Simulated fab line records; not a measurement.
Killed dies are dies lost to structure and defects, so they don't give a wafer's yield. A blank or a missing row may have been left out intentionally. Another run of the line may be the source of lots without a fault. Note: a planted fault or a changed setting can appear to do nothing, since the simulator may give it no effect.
fab line records | flow gf180mcu
record lots=13 | wafers=37 | last-day=34
route steps=602 shown V2@385 M3@411
lots with no fault: from the same line, run without faults
start-h: hours from the record's opening day to when the first of the lot's shown wafers began | wait-h: hours elapsed since this lot's preceding step | " same as the row above | L1.1+2: one row covering several wafers at once | - no value, or no start was given | * or withheld: withheld | < > ~ a bound
route shown NAME@n: names a module that has steps shown in the file, with the first one's number in the route | usual: average and standard deviation across the fault-free wafers | same: alike in all rows | chamber/n: place in a boat | sites: each site's reading | _std_site: their standard deviation | _edge_site: the outer-site mean with the inner-site mean subtracted | radius-mm: how far each site lies from the wafer's centre | mask NAME#n: copy n | behind: tool/chamber where the wafer was last shaped | hold: why the lot went on hold/how many hours it stayed there/how the hold came to an end | device: the transistor (n, p or np) that didn't switch | end of line: tests of these same wafers at the route's end | step lacking rows: just its recipe | killed: not the wafer's yield, but the dies lost to structure and defects at the first sort | map: dies across one wafer; x = killed, . = not, _ = none there
set.NAME: the setting as run; set.NAME@STEP: as run at that earlier step | model.NAME: the simulator's own value behind a step, which no gauge read
a sample of lots followed through the steps of the route, with each step as a table and each wafer as a row
services: the hour from which a tool's chamber was out of use, counted from the record's first day as start-h (under 0 if before that day), plus the number of hours and why
## steps
# step GF_V2_THK_MEAS_03
# recipe reads=SiO2_of_V2_CVD_02
# usual V2_CVD_02_THK=853/10
lot.wafer | tool          | chamber | start-h | wait-h | V2_CVD_02_THK[nm]
L289.1    | film-metro-04 | -       | 434.29  | 0.1    | 848
L289.3    | "             | -       | "       | "      | 859
L289.5    | "             | -       | "       | "      | 850
L290.1    | film-metro-01 | -       | 445.30  | 0.0    | 840
L290.4    | "             | -       | "       | "      | 851
L290.6    | "             | -       | "       | "      | 859
L292.1    | film-metro-02 | -       | 459.12  | 0.0    | 845
L292.2    | "             | -       | "       | "      | 834
L292.3    | "             | -       | "       | "      | 830
L293.1    | film-metro-02 | -       | 476.58  | 0.0    | 863
L293.3    | "             | -       | "       | "      | 857
L293.6    | "             | -       | "       | "      | 865
L294.1    | film-metro-01 | -       | 482.06  | 0.0    | 848
L294.2    | "             | -       | "       | "      | 844
L294.5    | "             | -       | "       | "      | 864
L295.1    | film-metro-02 | -       | 494.14  | 0.0    | 839
L295.5    | "             | -       | "       | "      | 859
L295.6    | "             | -       | "       | "      | 853
L297.3    | film-metro-02 | -       | 514.08  | 0.1    | 845
L297.4    | "             | -       | "       | "      | 868
L297.6    | "             | -       | "       | "      | 872
L298.2    | film-metro-04 | -       | 524.22  | 0.1    | 824
L298.4    | "             | -       | "       | "      | 849
L298.6    | "             | -       | "       | "      | 855
L299.2    | film-metro-02 | -       | 534.05  | 0.1    | 841
L299.3    | "             | -       | "       | "      | 852
L299.6    | "             | -       | "       | "      | 844
L300.3    | film-metro-02 | -       | 540.17  | 0.1    | 835
L300.5    | "             | -       | "       | "      | 849
L300.6    | "             | -       | "       | "      | 858
L301.1    | film-metro-02 | -       | 546.74  | 0.0    | 855
L301.2    | "             | -       | "       | "      | 856
L301.4    | "             | -       | "       | "      | 858
L302.1    | film-metro-02 | -       | 551.91  | 0.0    | 857
L302.4    | "             | -       | "       | "      | 865
L302.6    | "             | -       | "       | "      | 864
L310.2    | film-metro-04 | -       | 614.45  | 0.1    | 846
# step GF_V2_CMP_04
# recipe material=SiO2 | down-force-psi=4 | platen-rpm=60 | pad-velocity-m-s=0.94248
# usual head-pressure-psi=4.001/0.0088 | motor-current-A=12.9/1.3 | time-to-endpoint-s=77/5.8
lot.wafer | tool   | chamber | start-h | wait-h | head-pressure-psi | motor-current-A | time-to-endpoint-s
L289.1    | cmp-02 | 0       | 434.35  | 0.1    | 3.993             | 12.0            | 75
L289.3    | "      | 2       | "       | "      | 4.008             | 13.8            | 79
L289.5    | "      | 0       | "       | "      | 3.998             | 11.3            | 76
L290.1    | cmp-02 | 1       | 445.36  | 0.1    | 4.006             | 14.1            | 77
L290.4    | "      | 3       | "       | "      | 4.006             | 11.4            | 76
L290.6    | "      | 2       | "       | "      | 3.996             | 14.0            | 81
L292.1    | cmp-02 | 1       | 459.18  | 0.1    | 3.999             | 14.5            | 76
L292.2    | "      | 3       | "       | "      | 3.999             | 11.9            | 67
L292.3    | "      | 0       | "       | "      | 3.989             | 11.8            | 65
L293.3    | cmp-01 | 2       | 476.64  | 0.0    | 3.990             | 14.4            | 86
L293.1    | "      | 3       | "       | "      | 4.013             | 13.4            | 85
L293.6    | "      | 3       | "       | "      | 4.003             | 12.5            | 86
L294.2    | cmp-02 | 0       | 482.12  | 0.0    | 4.001             | 11.9            | 66
L294.1    | "      | 3       | "       | "      | 4.002             | 11.8            | 72
L294.5    | "      | 0       | "       | "      | 4.009             | 12.1            | 74
L295.1    | cmp-02 | 1       | 494.20  | 0.1    | 3.994             | 14.5            | 68
L295.5    | "      | 1       | "       | "      | 4.001             | 15.1            | 79
L295.6    | "      | 2       | "       | "      | 4.006             | 12.8            | 71
L297.4    | cmp-02 | 1       | 514.17  | 0.1    | 3.996             | 14.7            | 86
L297.3    | "      | 2       | "       | "      | 3.993             | 13.8            | 73
L297.6    | "      | 0       | "       | "      | 4.020             | 11.8            | 80
L298.2    | cmp-02 | 0       | 524.32  | 0.1    | 4.000             | 11.6            | 65
L298.4    | "      | 1       | "       | "      | 4.009             | 13.9            | 77
L298.6    | "      | 0       | "       | "      | 3.993             | 11.6            | 75
L299.3    | cmp-01 | 3       | 534.10  | 0.0    | 4.001             | 13.2            | 82
L299.2    | "      | 0       | "       | "      | 4.002             | 11.3            | 76
L299.6    | "      | 3       | "       | "      | 3.996             | 13.5            | 75
L300.3    | cmp-01 | 3       | 540.26  | 0.1    | 3.999             | 13.1            | 75
L300.5    | "      | 2       | "       | "      | 4.015             | 15.0            | 83
L300.6    | "      | 3       | "       | "      | 4.001             | 13.4            | 83
L301.4    | cmp-02 | 0       | 546.80  | 0.0    | 3.990             | 11.8            | 80
L301.1    | "      | 1       | "       | "      | 4.014             | 14.1            | 85
L301.2    | "      | 2       | "       | "      | 4.006             | 13.7            | 80
L302.4    | cmp-01 | 1       | 551.97  | 0.0    | 3.988             | 12.5            | 84
L302.1    | "      | 2       | "       | "      | 4.000             | 14.6            | 84
L302.6    | "      | 2       | "       | "      | 4.007             | 14.6            | 90
L310.2    | cmp-01 | 1       | 614.55  | 0.1    | 4.014             | 12.2            | 75
# step GF_V2_RS_MEAS_24
# recipe thk-meas-gauge=four-point-probe | reads=W_of_V2_CVD_23+TiN_of_V2_SPUTTER_22+Ti_of_V2_SPUTTER_21
# usual V2_W_RS=0.329/0.0042
lot.wafer | tool          | chamber | start-h | wait-h | V2_W_RS[ohm/sq]
L289.1    | film-metro-01 | -       | 460.07  | 0.1    | 0.333
L289.3    | "             | -       | "       | "      | 0.327
L289.5    | "             | -       | "       | "      | 0.327
L290.1    | film-metro-02 | -       | 470.71  | 0.1    | 0.329
L290.4    | "             | -       | "       | "      | 0.328
L290.6    | "             | -       | "       | "      | 0.324
L292.1    | film-metro-02 | -       | 484.37  | 0.1    | 0.332
L292.2    | "             | -       | "       | "      | 0.329
L292.3    | "             | -       | "       | "      | 0.330
L293.1    | film-metro-02 | -       | 502.02  | 0.1    | 0.335
L293.3    | "             | -       | "       | "      | 0.336
L293.6    | "             | -       | "       | "      | 0.332
L294.1    | film-metro-04 | -       | 507.35  | 0.1    | 0.329
L294.2    | "             | -       | "       | "      | 0.322
L294.5    | "             | -       | "       | "      | 0.324
L295.1    | film-metro-04 | -       | 519.04  | 0.1    | 0.339
L295.5    | "             | -       | "       | "      | 0.338
L295.6    | "             | -       | "       | "      | 0.335
L297.3    | film-metro-01 | -       | 539.30  | 0.1    | 0.329
L297.4    | "             | -       | "       | "      | 0.338
L297.6    | "             | -       | "       | "      | 0.331
L298.2    | film-metro-01 | -       | 548.28  | 0.1    | 0.331
L298.4    | "             | -       | "       | "      | 0.330
L298.6    | "             | -       | "       | "      | 0.329
L299.2    | film-metro-02 | -       | 557.58  | 0.1    | 0.326
L299.3    | "             | -       | "       | "      | 0.322
L299.6    | "             | -       | "       | "      | 0.324
L300.3    | film-metro-01 | -       | 563.49  | 0.1    | 0.320
L300.5    | "             | -       | "       | "      | 0.323
L300.6    | "             | -       | "       | "      | 0.323
L301.1    | film-metro-02 | -       | 570.16  | 0.1    | 0.328
L301.2    | "             | -       | "       | "      | 0.333
L301.4    | "             | -       | "       | "      | 0.329
L302.1    | film-metro-04 | -       | 575.26  | 0.1    | 0.329
L302.4    | "             | -       | "       | "      | 0.332
L302.6    | "             | -       | "       | "      | 0.330
L310.2    | film-metro-01 | -       | 635.82  | 0.1    | 0.333
# step GF_M3_SPUTTER_02
# recipe material=AlCu | target-thk-nm=450 | power-w=10600 | time-s=23.9 | chamber-pressure-pa=0.4
# usual cathode-dc-power-W=10600/1.7 | throttle-valve-pct=30.0/0.95
lot.wafer | tool           | chamber | start-h | wait-h | cathode-dc-power-W | throttle-valve-pct
L289.1    | pvd-sputter-02 | -       | 460.68  | 0.0    | 10599              | 32.5
L289.3    | "              | -       | "       | "      | 10600              | 30.0
L289.5    | "              | -       | "       | "      | 10599              | 31.5
L290.1    | pvd-sputter-01 | -       | 471.32  | 0.0    | 10599              | 30.5
L290.4    | "              | -       | "       | "      | 10601              | 29.3
L290.6    | "              | -       | "       | "      | 10603              | 29.3
L292.1    | pvd-sputter-01 | -       | 484.98  | 0.0    | 10601              | 29.5
L292.2    | "              | -       | "       | "      | 10601              | 30.2
L292.3    | "              | -       | "       | "      | 10599              | 30.0
L293.1    | pvd-sputter-03 | -       | 502.63  | 0.0    | 10600              | 29.9
L293.3    | "              | -       | "       | "      | 10602              | 29.6
L293.6    | "              | -       | "       | "      | 10604              | 28.4
L294.1    | pvd-sputter-02 | -       | 507.96  | 0.0    | 10601              | 32.3
L294.2    | "              | -       | "       | "      | 10598              | 31.3
L294.5    | "              | -       | "       | "      | 10600              | 30.0
L295.1    | pvd-sputter-01 | -       | 519.65  | 0.0    | 10597              | 30.3
L295.5    | "              | -       | "       | "      | 10600              | 29.3
L295.6    | "              | -       | "       | "      | 10603              | 30.4
L297.3    | pvd-sputter-02 | -       | 539.88  | 0.0    | 10600              | 31.0
L297.4    | "              | -       | "       | "      | 10598              | 30.3
L297.6    | "              | -       | "       | "      | 10601              | 29.9
L298.2    | pvd-sputter-03 | -       | 548.87  | 0.0    | 10599              | 29.7
L298.4    | "              | -       | "       | "      | 10600              | 28.2
L298.6    | "              | -       | "       | "      | 10603              | 28.0
L299.2    | pvd-sputter-03 | -       | 558.17  | 0.0    | 10599              | 29.9
L299.3    | "              | -       | "       | "      | 10601              | 29.5
L299.6    | "              | -       | "       | "      | 10599              | 28.3
L300.3    | pvd-sputter-03 | -       | 564.06  | 0.0    | 10599              | 28.4
L300.5    | "              | -       | "       | "      | 10599              | 28.3
L300.6    | "              | -       | "       | "      | 10602              | 29.9
L301.1    | pvd-sputter-01 | -       | 570.77  | 0.0    | 10600              | 30.2
L301.2    | "              | -       | "       | "      | 10601              | 30.1
L301.4    | "              | -       | "       | "      | 10599              | 29.2
L302.1    | pvd-sputter-01 | -       | 575.87  | 0.0    | 10596              | 29.8
L302.4    | "              | -       | "       | "      | 10601              | 29.4
L302.6    | "              | -       | "       | "      | 10600              | 30.4
L310.2    | pvd-sputter-01 | -       | 636.41  | 0.0    | 11220              | 29.5
# step GF_M3_RS_MEAS_05
# recipe thk-meas-gauge=four-point-probe | reads=TiN_of_M3_SPUTTER_04+Ti_of_M3_SPUTTER_03+AlCu_of_M3_SPUTTER_02+TiN_of_M3_SPUTTER_01+Ti_of_M3_SPUTTER_00
# usual M3_ALCU_RS=0.0696/0.00074
lot.wafer | tool          | chamber | start-h | wait-h | M3_ALCU_RS[ohm/sq]
L289.1    | film-metro-03 | -       | 460.77  | 0.0    | 0.0686
L289.3    | "             | -       | "       | "      | 0.0691
L289.5    | "             | -       | "       | "      | 0.0696
L290.1    | film-metro-02 | -       | 471.41  | 0.0    | 0.0707
L290.4    | "             | -       | "       | "      | 0.0694
L290.6    | "             | -       | "       | "      | 0.0694
L292.1    | film-metro-02 | -       | 485.07  | 0.0    | 0.0694
L292.2    | "             | -       | "       | "      | 0.0692
L292.3    | "             | -       | "       | "      | 0.0696
L293.1    | film-metro-02 | -       | 502.72  | 0.0    | 0.0697
L293.3    | "             | -       | "       | "      | 0.0706
L293.6    | "             | -       | "       | "      | 0.0689
L294.1    | film-metro-01 | -       | 508.05  | 0.0    | 0.0690
L294.2    | "             | -       | "       | "      | 0.0691
L294.5    | "             | -       | "       | "      | 0.0703
L295.1    | film-metro-03 | -       | 519.74  | 0.0    | 0.0695
L295.5    | "             | -       | "       | "      | 0.0693
L295.6    | "             | -       | "       | "      | 0.0698
L297.3    | film-metro-03 | -       | 540.01  | 0.1    | 0.0689
L297.4    | "             | -       | "       | "      | 0.0688
L297.6    | "             | -       | "       | "      | 0.0694
L298.2    | film-metro-03 | -       | 548.98  | 0.0    | 0.0699
L298.4    | "             | -       | "       | "      | 0.0683
L298.6    | "             | -       | "       | "      | 0.0690
L299.2    | film-metro-03 | -       | 558.29  | 0.0    | 0.0713
L299.3    | "             | -       | "       | "      | 0.0712
L299.6    | "             | -       | "       | "      | 0.0699
L300.3    | film-metro-02 | -       | 564.19  | 0.1    | 0.0699
L300.5    | "             | -       | "       | "      | 0.0694
L300.6    | "             | -       | "       | "      | 0.0697
L301.1    | film-metro-01 | -       | 570.86  | 0.0    | 0.0689
L301.2    | "             | -       | "       | "      | 0.0685
L301.4    | "             | -       | "       | "      | 0.0688
L302.1    | film-metro-03 | -       | 575.96  | 0.0    | 0.0700
L302.4    | "             | -       | "       | "      | 0.0700
L302.6    | "             | -       | "       | "      | 0.0709
L310.2    | film-metro-03 | -       | 636.52  | 0.0    | 0.0653
# step GF_M3_THK_MEAS_06
# recipe thk-meas-gauge=xrf | reads=AlCu_of_M3_SPUTTER_02
# usual M3_ALCU_THK=457/5.2
lot.wafer | tool          | chamber | start-h | wait-h | M3_ALCU_THK[nm]
L289.1    | film-metro-03 | -       | 460.89  | 0.1    | 459
L289.3    | "             | -       | "       | "      | 459
L289.5    | "             | -       | "       | "      | 456
L290.1    | film-metro-02 | -       | 471.53  | 0.1    | 452
L290.4    | "             | -       | "       | "      | 460
L290.6    | "             | -       | "       | "      | 459
L292.1    | film-metro-02 | -       | 485.19  | 0.1    | 461
L292.2    | "             | -       | "       | "      | 460
L292.3    | "             | -       | "       | "      | 458
L293.1    | film-metro-02 | -       | 502.84  | 0.1    | 459
L293.3    | "             | -       | "       | "      | 451
L293.6    | "             | -       | "       | "      | 461
L294.1    | film-metro-01 | -       | 508.17  | 0.1    | 462
L294.2    | "             | -       | "       | "      | 459
L294.5    | "             | -       | "       | "      | 451
L295.1    | film-metro-03 | -       | 519.86  | 0.1    | 459
L295.5    | "             | -       | "       | "      | 458
L295.6    | "             | -       | "       | "      | 456
L297.3    | film-metro-03 | -       | 540.11  | 0.1    | 461
L297.4    | "             | -       | "       | "      | 463
L297.6    | "             | -       | "       | "      | 456
L298.2    | film-metro-03 | -       | 549.09  | 0.1    | 456
L298.4    | "             | -       | "       | "      | 464
L298.6    | "             | -       | "       | "      | 460
L299.2    | film-metro-03 | -       | 558.40  | 0.1    | 445
L299.3    | "             | -       | "       | "      | 447
L299.6    | "             | -       | "       | "      | 454
L300.3    | film-metro-02 | -       | 564.29  | 0.1    | 457
L300.5    | "             | -       | "       | "      | 457
L300.6    | "             | -       | "       | "      | 457
L301.1    | film-metro-01 | -       | 570.98  | 0.1    | 460
L301.2    | "             | -       | "       | "      | 463
L301.4    | "             | -       | "       | "      | 461
L302.1    | film-metro-03 | -       | 576.08  | 0.1    | 454
L302.4    | "             | -       | "       | "      | 454
L302.6    | "             | -       | "       | "      | 448
L310.2    | film-metro-03 | -       | 636.63  | 0.1    | 487
## services
tool           | chamber | start-h | hours | kind
pvd-sputter-02 | -       | 450.71  | 1.6   | repair
cmp-01         | -       | 459.93  | 1.5   | repair
cmp-02         | -       | 463.54  | 0.3   | repair
cmp-02         | -       | 468.17  | 3.7   | repair
cmp-01         | -       | 479.79  | 0.8   | repair
pvd-sputter-02 | -       | 483.15  | 5.4   | repair
cmp-02         | -       | 486.09  | 0.5   | repair
cmp-02         | -       | 487.02  | 0.6   | repair
pvd-sputter-03 | -       | 537.30  | 2.6   | repair
cmp-01         | -       | 572.00  | 4.0   | pm
pvd-sputter-01 | 2       | 575.96  | -     | consumable-replace:kit
pvd-sputter-01 | 2       | 575.96  | 18.0  | scheduled-down
pvd-sputter-01 | 2       | 575.96  | 18.0  | vent-cycle
cmp-01         | -       | 576.00  | -     | consumable-replace:conditioner
cmp-01         | -       | 576.00  | -     | consumable-replace:pad
cmp-02         | -       | 590.11  | 5.5   | pm
pvd-sputter-02 | 1       | 591.13  | -     | consumable-replace:kit
pvd-sputter-02 | 1       | 591.13  | 18.0  | scheduled-down
pvd-sputter-03 | 2       | 592.76  | -     | consumable-replace:kit
pvd-sputter-03 | 2       | 592.76  | 18.0  | scheduled-down
pvd-sputter-03 | 2       | 592.76  | 18.0  | vent-cycle
cmp-01         | -       | 601.24  | 0.3   | repair
cmp-01         | -       | 620.00  | 74.2  | repair
pvd-sputter-02 | -       | 636.00  | 1.7   | repair
## key
first-sign step=GF_M3_SPUTTER_02 | reading=cathode-dc-power-W | direction=up | sigmas=99+ | usual=10600 | struck=11220
effect step=GF_M3_RS_MEAS_05 | reading=M3_ALCU_RS | direction=down | sigmas=5.8 | usual=0.0696 | struck=0.0653
effect step=GF_M3_THK_MEAS_06 | reading=M3_ALCU_THK | direction=up | sigmas=5.7 | usual=457 | struck=487
met-at GF_M3_SPUTTER_02
struck-lots L310
struck-wafers L310.2
tester-left-out L310
not-acting-at GF_V2_THK_MEAS_03,GF_V2_CMP_04,GF_V2_RS_MEAS_24
onset-between 575.87 636.41
earlier-fault kind=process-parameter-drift | tool=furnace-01 | chamber=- | onset-h=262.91 | steps=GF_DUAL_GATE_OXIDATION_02 | channel=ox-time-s | offset=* | shape=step | end-h=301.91 | acts-in=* | stated=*
fault kind=process-parameter-drift | tool=pvd-sputter-01 | chamber=- | onset-h=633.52 | steps=GF_M3_SPUTTER_02 | channel=power-w | offset=621.74 | shape=step | end-h=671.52 | acts-in=these-recipes-only | stated=10600 | scope=struck-wafers-only
# tester-left-out: of these lots the tester's yield and bins aren't shown, on N5 and GAA mostly nor the transistor test; their killed dies are dies lost to structure and defects alone, not to doping, threshold or leakage, so they don't give the yield
